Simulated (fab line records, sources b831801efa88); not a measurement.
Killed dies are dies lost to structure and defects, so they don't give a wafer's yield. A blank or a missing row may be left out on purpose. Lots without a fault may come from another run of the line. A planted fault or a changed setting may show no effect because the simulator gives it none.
Which tool did it? | flow sky130 | 13 lots, 39 wafers sampled, at 4 steps of a route of 708

WHAT THE GAUGES READ, wafer by wafer
SKY_GATE_OXIDE_THK_MEAS_02. Usual: GATE_OXIDE_OXIDATION_00_THK 10.25 nm, standard deviation 0.24.
lot  | measured     | on            | GATE_OXIDE_OXIDATION_00_THK (nm) | flag
L786 | day 13 04:54 | film_metro-03 | 10.29 10.37 10.28                |
L787 | day 13 12:37 | film_metro-04 | 10.42 10.56 10.40                |
L788 | day 13 21:27 | film_metro-04 | 10.11 10.18 10.08                |
L790 | day 14 12:01 | film_metro-03 | 10.08 10.20 10.14                |
L791 | day 14 21:16 | film_metro-04 | 10.07 10.08 10.23                |
L792 | day 15 05:16 | film_metro-04 | 10.18 10.23 10.20                |
L793 | day 15 08:14 | film_metro-01 | 9.90 9.94 10.05                  |
L794 | day 15 22:32 | film_metro-04 | 10.25 10.24 10.45                |
L796 | day 16 10:55 | film_metro-03 | 10.52 10.37 10.46                |
L798 | day 17 03:44 | film_metro-04 | 10.08 10.23 10.38                |
L800 | day 18 06:44 | film_metro-01 | 10.19 10.05 10.01                |
L805 | day 20 05:57 | film_metro-04 | 10.78 10.71 10.54                |
L806 | day 20 21:52 | film_metro-01 | 10.51 10.43 10.31                |

SKY_POLY_GATE_CD_MEAS_13: target cd 150 nm. Usual: cd_nm 150.2 nm, standard deviation 1.4.
lot  | measured     | on        | cd_nm (nm)        | flag
L786 | day 16 20:23 | cd_sem-02 | 149.0 148.7 148.9 |
L787 | day 17 04:03 | cd_sem-01 | 149.1 148.2 148.3 |
L788 | day 17 19:34 | cd_sem-02 | 149.5 147.8 148.9 |
L790 | day 18 09:13 | cd_sem-02 | 149.9 150.8 150.2 |
L791 | day 18 16:48 | cd_sem-01 | 152.8 152.1 153.6 |
L792 | day 19 02:43 | cd_sem-01 | 151.5 152.0 151.2 |
L793 | day 19 06:11 | cd_sem-01 | 151.0 152.5 152.0 |
L794 | day 19 18:29 | cd_sem-02 | 150.3 151.0 150.5 |
L796 | day 20 10:48 | cd_sem-02 | 148.5 148.5 149.9 |
L798 | day 21 06:59 | cd_sem-01 | 152.6 150.5 150.5 |
L800 | day 22 08:33 | cd_sem-02 | 152.3 153.1 152.5 |
L805 | day 24 07:27 | cd_sem-01 | 148.3 147.3 149.5 |
L806 | day 24 21:27 | cd_sem-02 | 150.2 149.4 149.6 |

WHICH TOOL RAN EACH LOT (tool, then ch and the chambers of the sampled wafers, then the start)
lot  | SKY_SONOS_ONO_STRIP_17               | SKY_GATE_OXIDE_CLEAN_15
L786 | plasma_asher-04 ch 0,1, day 13 02:52 | wet_bench-01 ch 3, day 14 07:32
L787 | plasma_asher-04 ch 0,1, day 13 10:34 | wet_bench-03 ch 3, day 14 15:17
L788 | plasma_asher-01 ch 0,1, day 13 18:48 | wet_bench-02 ch 0, day 15 00:44
L790 | plasma_asher-04 ch 0,1, day 14 09:07 | wet_bench-01 ch 2, day 15 15:03
L791 | plasma_asher-02 ch 0,1, day 14 19:34 | wet_bench-03 ch 0, day 16 01:20
L792 | plasma_asher-04 ch 0,1, day 15 02:12 | wet_bench-03 ch 1, day 16 09:13
L793 | plasma_asher-04 ch 0,1, day 15 06:01 | wet_bench-03 ch 0, day 16 13:27
L794 | plasma_asher-01 ch 0,1, day 15 20:54 | wet_bench-01 ch 2, day 17 01:56
L796 | plasma_asher-02 ch 1, day 16 09:02   | wet_bench-02 ch 0, day 17 15:38
L798 | plasma_asher-02 ch 0,1, day 17 01:27 | wet_bench-03 ch 1, day 18 09:19
L800 | plasma_asher-01 ch 0,1, day 18 01:49 | wet_bench-02 ch 0, day 19 13:03
L805 | plasma_asher-02 ch 0,1, day 20 03:51 | wet_bench-02 ch 3, day 21 12:48
L806 | plasma_asher-04 ch 1, day 20 20:15   | wet_bench-02 ch 3, day 22 04:45
- SKY_SONOS_ONO_STRIP_17: strips in O2/N2.
- SKY_GATE_OXIDE_CLEAN_15: cleans in SC1/SC2, time 150 s.

WHAT THE TOOLS THEMSELVES READ (means of the sampled wafers that have a number; where no wafer has one, the mark that the record gives instead)
SKY_SONOS_ONO_STRIP_17. Usual: drypump_motor_current_A 5.8 A, standard deviation 0.52; o2_flow_sccm 3001 sccm, standard deviation 8.5; oes_product_au 0.710 a.u., standard deviation 0.0045; strip_time_to_endpoint_s 14.10 s, standard deviation 0.047.
lot  | tool            | drypump_motor_current_A (A) | o2_flow_sccm (sccm) | oes_product_au (a.u.) | strip_time_to_endpoint_s (s) | flag
L786 | plasma_asher-04 | 6.2                         | 3009                | 0.711                 | 14.12                        |
L787 | plasma_asher-04 | 6.2                         | 2999                | 0.708                 | 14.11                        |
L788 | plasma_asher-01 | 5.8                         | 3000                | 0.704                 | 14.14                        |
L790 | plasma_asher-04 | 6.2                         | 2992                | 0.711                 | 14.13                        |
L791 | plasma_asher-02 | 5.4                         | 2998                | 0.711                 | 14.11                        |
L792 | plasma_asher-04 | 6.2                         | 2999                | 0.712                 | 14.04                        |
L793 | plasma_asher-04 | 5.9                         | 2996                | 0.709                 | 14.13                        |
L794 | plasma_asher-01 | 6.0                         | 2999                | 0.709                 | 14.09                        |
L796 | plasma_asher-02 | 6.2                         | 2991                | 0.707                 | 14.15                        |
L798 | plasma_asher-02 | 5.3                         | 3012                | 0.703                 | 14.11                        |
L800 | plasma_asher-01 | 5.8                         | 3003                | 0.713                 | 14.08                        |
L805 | plasma_asher-02 | 5.4                         | 2999                | 0.709                 | 14.03                        |
L806 | plasma_asher-04 | 5.5                         | 3006                | 0.710                 | 14.06                        |

SKY_GATE_OXIDE_CLEAN_15. Usual: run_length_s 177 s, standard deviation 3.
lot  | tool         | run_length_s (s) | flag
L786 | wet_bench-01 | 178              |
L787 | wet_bench-03 | 175              |
L788 | wet_bench-02 | 180              |
L790 | wet_bench-01 | 176              |
L791 | wet_bench-03 | 175              |
L792 | wet_bench-03 | 177              |
L793 | wet_bench-03 | 183              |
L794 | wet_bench-01 | 176              |
L796 | wet_bench-02 | 173              |
L798 | wet_bench-03 | 177              |
L800 | wet_bench-02 | 180              |
L805 | wet_bench-02 | 104              | OFF
L806 | wet_bench-02 | 96               | OFF

THE ANSWER, worked out from the rows above alone
Rule: a lot is off if the mean of its wafers that have a number lies more than 3 standard deviations from the usual mean. A lot without any number at a reading at which 4 lots or more have one is off too. The other lots that the step has rows for count as sound. The gauges are gone through in route order, then the tools' own readings, and for those a lot's mean is taken as printed above. The first step at which some lot is off is used, and at that step the reading that is off furthest; a lot without a number counts as furthest.
Off: L805, L806, at SKY_GATE_OXIDE_CLEAN_15 (run_length_s).
A tool fits if, at that step or a process step before it, it ran every lot that is off, and no sound lot after the first of them. One fits: wet_bench-02 at SKY_GATE_OXIDE_CLEAN_15. Its last sound lot is L800 (day 19 13:03), its first lot that is off L805 (day 21 12:48): a fault that began between those two fits.
The tool's own readings at SKY_GATE_OXIDE_CLEAN_15 bear it out: on the lots that are off they differ by more than 5 times the standard deviation of the sound lots' means. run_length_s reads 100 s there against 177 s on the sound lots.

WHAT THE SIMULATOR HAD PUT IN
Process parameter drift: wet_bench-02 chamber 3, from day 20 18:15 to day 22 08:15, at SKY_GATE_OXIDE_CLEAN_15. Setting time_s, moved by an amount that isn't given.
Lots struck among those shown: L805, L806. The rule above found the same.
